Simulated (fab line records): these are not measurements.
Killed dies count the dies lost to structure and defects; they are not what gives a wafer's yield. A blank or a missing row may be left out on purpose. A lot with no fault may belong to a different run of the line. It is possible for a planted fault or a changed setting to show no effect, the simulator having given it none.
What tool caused it?	flow gf180mcu	Sampling: 11 lots, 33 wafers, 6 of 602 route steps

== WHAT EACH GAUGE READ, for each wafer ==
GF_STI_CD_MEAS_12: the cd target is 220 nm.
lot	measured	on	cd_nm (nm)
L741	day 2 06:22	cd_sem-02	219.8 221.0 220.8
L742	day 2 11:33	cd_sem-02	220.9 221.1 221.0
L744	day 2 21:35	cd_sem-02	220.4 220.9 220.1
L746	day 3 09:31	cd_sem-02	220.7 219.8 221.0
L749	day 4 03:26	cd_sem-02	219.9 219.6 219.3
L750	day 4 07:17	cd_sem-01	220.7 219.7 218.1
L751	day 4 11:19	cd_sem-01	221.4 221.7 221.8
L755	day 5 06:23	cd_sem-01	220.2 219.5 220.2
L759	day 6 03:14	cd_sem-02	220.0 221.2 220.8
L762	day 6 18:25	cd_sem-02	221.7 222.5 222.1
L763	day 7 00:50	cd_sem-01	219.4 219.4 218.5

GF_NWELL_OVL_MEAS_07.
lot	measured	on	NWELL_OVL (nm)
L741	day 3 11:59	overlay-01	3.4 1.7 2.3
L742	day 3 17:46	overlay-02	1.2 0.4 1.2
L744	day 4 05:49	overlay-01	1.0 -0.1 -0.4
L746	day 4 20:13	overlay-01	1.2 0.4 -0.4
L749	day 5 12:58	overlay-02	-0.6 2.5 -0.6
L750	day 5 16:16	overlay-01	-0.9 -1.0 -1.1
L751	day 5 21:19	overlay-02	1.2 1.4 1.6
L755	day 6 17:42	overlay-01	-1.1 0.6 -1.0
L759	day 7 15:55	overlay-01	-0.8 -1.7 2.5
L762	day 8 07:14	overlay-01	1.3 -0.2 1.0
L763	day 8 15:23	overlay-02	0.1 1.2 0.9

GF_VT_IMPLANT_TW_MEAS_32.
lot	measured	on	VT_IMPLANT_3_TW
L741	day 6 23:55	film_metro-02	275 274 275
L742	day 7 07:31	film_metro-04	269 269 269
L744	day 8 00:16	film_metro-04	270 270 269
L746	day 8 17:02	film_metro-03	261 263 262
L749	day 9 13:43	film_metro-04	269 268 270
L750	day 9 17:54	film_metro-03	265 265 265
L751	day 9 23:38	film_metro-02	276 273 273
L755	day 10 22:48	film_metro-04	42 42 42
L759	day 12 02:23	film_metro-02	273 271 272
L762	day 12 21:27	film_metro-02	274 273 273
L763	day 13 06:07	film_metro-03	262 262 262

== EACH LOT AND THE TOOL THAT RAN IT (in order: tool; ch and the chambers of the sampled wafers; start) ==
lot	GF_MVSD_STRIP_10	GF_VT_IMPLANT_STRIP_20	GF_VT_IMPLANT_STRIP_31
L741	plasma_asher-02 ch 0,1, day 4 13:59	plasma_asher-01 ch 0,1, day 6 08:23	plasma_asher-04 ch 0,1, day 6 23:50
L742	plasma_asher-02 ch 0,1, day 4 20:32	plasma_asher-04 ch 0,1, day 6 15:52	plasma_asher-02 ch 0,1, day 7 07:26
L744	plasma_asher-02 ch 0, day 5 10:46	plasma_asher-02 ch 0,1, day 7 08:22	plasma_asher-02 ch 0,1, day 8 00:09
L746	plasma_asher-03 ch 0,1, day 6 01:46	plasma_asher-01 ch 0,1, day 8 00:41	plasma_asher-04 ch 0,1, day 8 16:56
L749	plasma_asher-02 ch 0,1, day 6 19:41	plasma_asher-01 ch 0,1, day 8 20:23	plasma_asher-04 ch 0,1, day 9 13:37
L750	plasma_asher-01 ch 0,1, day 6 22:31	plasma_asher-04 ch 0,1, day 9 00:34	plasma_asher-04 ch 0,1, day 9 17:47
L751	plasma_asher-03 ch 0,1, day 7 04:28	plasma_asher-02 ch 0,1, day 9 06:05	plasma_asher-01 ch 0,1, day 9 23:32
L755	plasma_asher-02 ch 0,1, day 8 01:31	plasma_asher-01 ch 0,1, day 10 04:29	plasma_asher-04 ch 0,1, day 10 22:42
L759	plasma_asher-01 ch 0,1, day 9 01:53	plasma_asher-04 ch 0,1, day 11 07:21	plasma_asher-01 ch 0,1, day 12 02:17
L762	plasma_asher-03 ch 0,1, day 9 18:40	plasma_asher-04 ch 0, day 12 01:21	plasma_asher-02 ch 0,1, day 12 21:20
L763	plasma_asher-02 ch 0,1, day 10 03:11	plasma_asher-04 ch 0,1, day 12 10:04	plasma_asher-02 ch 0,1, day 13 06:02
- GF_MVSD_STRIP_10: strips in O2/N2.
- GF_VT_IMPLANT_STRIP_20: strips in O2/N2.
- GF_VT_IMPLANT_STRIP_31: strips in O2/N2.

== WHAT THE TOOLS THEMSELVES READ (means of the sampled wafers that have a number; where no wafer has one, the mark that the record gives instead) ==
GF_MVSD_STRIP_10.
lot	tool	drypump_motor_current_A (A)	heater_power_w (W)	oes_product_au (a.u.)	strip_time_to_endpoint_s (s)
L741	plasma_asher-02	6.0	384	0.719	37.01
L742	plasma_asher-02	6.0	379	0.724	37.00
L744	plasma_asher-02	5.9	368	0.725	36.95
L746	plasma_asher-03	6.0	331	0.725	36.96
L749	plasma_asher-02	6.0	383	0.723	36.81
L750	plasma_asher-01	5.3	361	0.721	36.97
L751	plasma_asher-03	6.0	346	0.718	37.12
L755	plasma_asher-02	6.2	397	0.721	36.95
L759	plasma_asher-01	5.3	362	0.720	37.03
L762	plasma_asher-03	6.0	351	0.720	37.01
L763	plasma_asher-02	6.0	380	0.720	36.92

GF_VT_IMPLANT_STRIP_20.
lot	tool	drypump_motor_current_A (A)	heater_power_w (W)	oes_product_au (a.u.)	strip_time_to_endpoint_s (s)
L741	plasma_asher-01	5.3	355	0.717	12.564
L742	plasma_asher-04	5.7	305	0.717	12.499
L744	plasma_asher-02	6.2	401	0.719	12.543
L746	plasma_asher-01	5.4	330	0.722	12.537
L749	plasma_asher-01	5.4	327	0.713	12.513
L750	plasma_asher-04	6.0	296	0.715	12.563
L751	plasma_asher-02	6.2	393	0.715	12.536
L755	plasma_asher-01	5.3	360	0.946	-
L759	plasma_asher-04	6.0	295	0.714	12.515
L762	plasma_asher-04	5.3	313	0.719	12.532
L763	plasma_asher-04	6.0	298	0.714	12.519

GF_VT_IMPLANT_STRIP_31.
lot	tool	drypump_motor_current_A (A)	heater_power_w (W)	oes_product_au (a.u.)	strip_time_to_endpoint_s (s)
L741	plasma_asher-04	5.7	311	0.715	12.64
L742	plasma_asher-02	6.0	381	0.716	12.66
L744	plasma_asher-02	6.2	392	0.718	12.55
L746	plasma_asher-04	5.7	306	0.716	12.65
L749	plasma_asher-04	5.7	307	0.719	12.65
L750	plasma_asher-04	5.7	309	0.713	12.67
L751	plasma_asher-01	5.3	358	0.722	12.60
L755	plasma_asher-04	5.7	306	0.709	16.01
L759	plasma_asher-01	5.3	361	0.714	12.60
L762	plasma_asher-02	6.1	403	0.719	12.62
L763	plasma_asher-02	6.0	378	0.716	12.66

== THE ANSWER, worked out from the rows above alone ==
Rule: usual is defined by the lots themselves. The widest of any qualifying gaps counts: lots, ordered by their means at a reading, are off when they make up no more than a third of the lots, leave a main group of 4 or more, and stand apart from it by 3 or more times the standard deviation of that group's means. The tables above print the reading to a certain number of digits; a main group whose means all agree to those digits is not used. Also off: a lot with no number at a reading for which 4 or more lots have one. Where the step has rows for the other lots, those lots are counted as sound. After the gauges, taken in route order, come the tools' own readings; for these a lot's mean is taken, as printed above. The first step at which some lot is off is used, and at that step the reading that is off furthest; a lot without a number counts as furthest.
Off: L755, at GF_VT_IMPLANT_TW_MEAS_32 (VT_IMPLANT_3_TW). For the main group the mean is 269 and the standard deviation 4.5.
A tool fits if, at a process step before that reading, it ran every lot that is off, and no sound lot after the first of them. Not tried: the gauges at GF_VT_IMPLANT_TW_MEAS_32; whatever is off there is also off at GF_VT_IMPLANT_STRIP_20, on other tools, and gauge error can't account for it. Can't be told from this: 2 tools fit, plasma_asher-01 at GF_VT_IMPLANT_STRIP_20, plasma_asher-04 at GF_VT_IMPLANT_STRIP_31.

== WHAT THE SIMULATOR PUT IN ==
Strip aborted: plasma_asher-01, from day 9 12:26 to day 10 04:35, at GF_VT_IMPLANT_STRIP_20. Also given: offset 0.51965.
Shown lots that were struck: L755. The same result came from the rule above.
